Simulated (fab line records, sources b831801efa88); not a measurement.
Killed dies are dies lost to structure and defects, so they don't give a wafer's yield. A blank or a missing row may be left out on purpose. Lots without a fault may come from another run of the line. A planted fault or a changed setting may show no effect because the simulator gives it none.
A struck lot beside a sound one | flow sky130 | 16 steps out of a route of 708
Sound: wafers L750.1, L750.4, L750.5. Struck: wafers L767.3, L767.4, L767.5. The cause comes at the end.
At each step with rows: each side's tool, then ch and its chambers, then its first start. Under that, the readings that differ: sound wafers | struck wafers | difference of the means | sigmas: that difference in standard deviations of wafers without a fault.
alike: readings whose means differ by less than 2 such deviations, and words and numbers that are the same on both sides. not compared: withheld readings, readings that some wafer has no value for, bounds like >300 that may hide the same value, and numbers for which the record gives no deviation and whose values overlap.
The two part at a step that has a row with sigmas, a row that says differs or no value, or rows on one side only. Numbers that don't overlap but have no deviation are shown without sigmas and don't part them. A reading that every wafer of one side lacks parts them only if that side has two wafers or more.

first, 2 steps without rows for these wafers: SKY_VT_ADJUST_PCH_PEB_05; SKY_VT_ADJUST_PCH_DEVELOP_06 (develop time 60 s).
SKY_VT_ADJUST_PCH_OVL_MEAS_07:
  sound on overlay-02, day 12 07:58; struck on overlay-01, day 17 23:20
  alike: VT_ADJUST_PCH_OVL
then, 1 step without rows for these wafers: SKY_VT_ADJUST_PCH_IMPLANT_08.
SKY_VT_ADJUST_PCH_STRIP_09: strips in O2/N2.
  sound on plasma_asher-02 ch 0,1, day 12 08:10; struck on plasma_asher-03 ch 0,1, day 17 23:32
  reading                      | sound             | struck            | difference | sigmas
  strip_time_to_endpoint_s (s) | 36.87 36.93 36.90 | 37.27 37.19 37.15 | +0.30      | +3
  alike: drypump_motor_current_A, n2_flow_sccm, oes_product_au
  not compared: rf_hours_counter_h
SKY_VT_ADJUST_PCH_TW_MEAS_10:
  sound on film_metro-03, day 12 08:16; struck on film_metro-01, day 17 23:38
  alike: VT_ADJUST_PCH_TW
then, 6 steps without rows for these wafers: SKY_SONOS_TUNNEL_DEHYDRATE_00 (time 60 s); SKY_SONOS_TUNNEL_HMDS_01 (prime time 60 s); SKY_SONOS_TUNNEL_COAT_02 (resist thk 1140 nm); SKY_SONOS_TUNNEL_SOFTBAKE_03 (time 60 s); SKY_SONOS_TUNNEL_EXPOSE_04 (exposes mask TUNM, target cd 410 nm); SKY_SONOS_TUNNEL_PEB_05.
SKY_SONOS_TUNNEL_DEVELOP_06: develop time 60 s.
  sound on litho_track-03 ch 0, day 13 08:46; struck on litho_track-03 ch 0, day 19 05:40
  reading              | sound             | struck            | difference | sigmas
  developer_temp_C (C) | 23.21 23.07 22.96 | 20.67 20.78 20.86 | -2.31      | -21
SKY_SONOS_TUNNEL_CD_MEAS_07: target cd 410 nm.
  sound on cd_sem-02, day 13 08:55; struck on cd_sem-01, day 19 05:49
  alike: cd_nm
SKY_SONOS_TUNNEL_OVL_MEAS_08:
  sound on overlay-02, day 13 09:02; struck on overlay-01, day 19 05:54
  alike: SONOS_TUNNEL_OVL
-- the record jumps here: 32 days lie between the struck wafers' starts before and after (it left off in module SONOS_TUNNEL and takes up again in module PAD_OPEN, whose first step shown is number 708 of the route) --
SKY_PAD_OPEN_PROBE_99:
  sound on prober-01, day 47 21:04; struck on prober-01, day 51 10:02
  alike: killed_at_M0_to_M3, killed_at_M4_up, killed_at_contacts, killed_at_front_end, killed_at_other, killed_dies, killed_on_rim, killed_open, killed_short

WHERE THEY PART
First at SKY_VT_ADJUST_PCH_STRIP_09; last, within this record, at SKY_SONOS_TUNNEL_DEVELOP_06. Later steps at which nothing parts them and some readings are alike: SKY_SONOS_TUNNEL_CD_MEAS_07, SKY_SONOS_TUNNEL_OVL_MEAS_08, SKY_PAD_OPEN_PROBE_99.

WHY: what the simulator had put in
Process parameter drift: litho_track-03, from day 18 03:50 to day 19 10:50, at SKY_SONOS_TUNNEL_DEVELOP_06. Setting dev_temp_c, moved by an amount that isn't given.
